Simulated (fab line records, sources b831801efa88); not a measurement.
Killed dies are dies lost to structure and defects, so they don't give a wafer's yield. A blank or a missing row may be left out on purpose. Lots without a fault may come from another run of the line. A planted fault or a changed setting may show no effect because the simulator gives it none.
Problem report in the 8D (eight disciplines) form, filled by code | flow gf180mcu | the parts of the form that need people (team, actions taken, sign-off) are left out

1. THE PROBLEM
V4_CVD_00_THK at GF_V4_THK_MEAS_01 reads a mean of 500 nm on 2 wafers of 1 lot; wafers without a fault read 597 nm with a standard deviation of 6.9. That is -14 standard deviations from the usual mean.
First seen on wafer L182.3, day 27 14:36, on film_metro-02. The record holds 39 wafers of 13 lots with a number at this step. Rule for "out", or "out of limits": more than 4 standard deviations from the usual mean. The other wafers with a number count as sound.

2. WHAT IT IS AND WHAT IT IS NOT
question                    | is                | is not
which readings at this step | V4_CVD_00_THK     | -
which lots                  | L182              | L170, L171, L173, L174, L175, L176, L186, L187, L189, L191, L192, L193
which wafers of those lots  | L182.3, L182.4    | L182.1
read on which gauges        | film_metro-02     | film_metro-01, film_metro-03
when                        | from day 27 14:36 | up to then (19 sound wafers); but 18 sound wafers of L186, L187, L189, L191, L192, L193 came after

3. SUSPECTS, AND WHAT RULES EACH OUT
Counting: a tool at a process step up to the reading stays a suspect if it ran every lot that is out. Sound lots after the first of them don't rule it out here, since some wafers of a struck lot are sound.
- the gauge at GF_V4_THK_MEAS_01: ruled out. All the wafers that are out were read on film_metro-02, but those of them that GF_V4_CVD_00 has rows for are out there too, on other tools.
- cvd_w-01 at GF_V3_CVD_23 (deposits W, target thk 350 nm, time 104.9 s): kept. It ran the lot that is out, L182 (day 26 16:23); its last sound lot up to then is L175 (day 24 10:17).
- pvd_sputter-04 at GF_M4_SPUTTER_02 (material AlCu, target thk 450 nm, time 23.9 s): kept. It ran the lot that is out, L182 (day 26 17:06); its last sound lot up to then is L175 (day 24 11:05).
- rie_metal-04 at GF_M4_METAL_ETCH_16 (etches the open film in Cl2/BCl3, stops on SiO2, target depth 627.5 nm, time 104.6 s): kept. It ran the lot that is out, L182 (day 27 13:40); its last sound lot up to then is L174 (day 24 23:29).
- hdpcvd-01 at GF_V4_CVD_00 (deposits SiO2, target thk 600 nm, time 100 s): kept. It ran the lot that is out, L182 (day 27 14:32); its last sound lot up to then is L175 (day 25 09:56). Its own readings are out on those wafers: sih4_flow_sccm.
- Within hdpcvd-01 at GF_V4_CVD_00: the wafers that are out ran in chamber 1; their sound lot-mates ran in chamber 2.
Left after counting: cvd_w-01 at GF_V3_CVD_23, pvd_sputter-04 at GF_M4_SPUTTER_02, rie_metal-04 at GF_M4_METAL_ETCH_16, hdpcvd-01 at GF_V4_CVD_00.

4. THE CAUSE (what the simulator had put in)
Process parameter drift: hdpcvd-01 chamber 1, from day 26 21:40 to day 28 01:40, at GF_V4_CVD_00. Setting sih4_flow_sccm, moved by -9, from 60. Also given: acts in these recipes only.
Counting left 4 suspects, and this tool is among them.

5. THE CHAIN OF EFFECTS, in route order
Each row: a reading whose mean over the struck wafers that have a number lies more than 3 standard deviations from the usual. Only readings for which the record gives a usual standard deviation are gone through. hours: the time from each lot's start at the first step in this table that gives one to its start at this step, as a median over the lots. sigmas: the change in usual standard deviations.
hours | step              | reading        | usual      | on struck wafers | change | sigmas
0     | GF_V4_CVD_00      | sih4_flow_sccm | 60.02 sccm | 50.91            | -9.12  | -51
0     | GF_V4_THK_MEAS_01 | V4_CVD_00_THK  | 597 nm     | 500              | -98    | -14
The process steps in it:
- GF_V4_CVD_00: deposits SiO2, target thk 600 nm, time 100 s.

6. WHAT WOULD HAVE CAUGHT IT SOONER
In this record the first reading out of limits at a measuring or inspecting step was taken at day 27 14:36, 17 hours after the fault began at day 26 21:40.
The tool's own readings at GF_V4_CVD_00 were out on every struck wafer that the step has a row for (sih4_flow_sccm): an alarm limit on them would have fired on the first of those.
All the lots that are out (1) had begun GF_V4_CVD_00 on hdpcvd-01 by day 27 14:36. A hold on the tool at that time would have spared none of them.
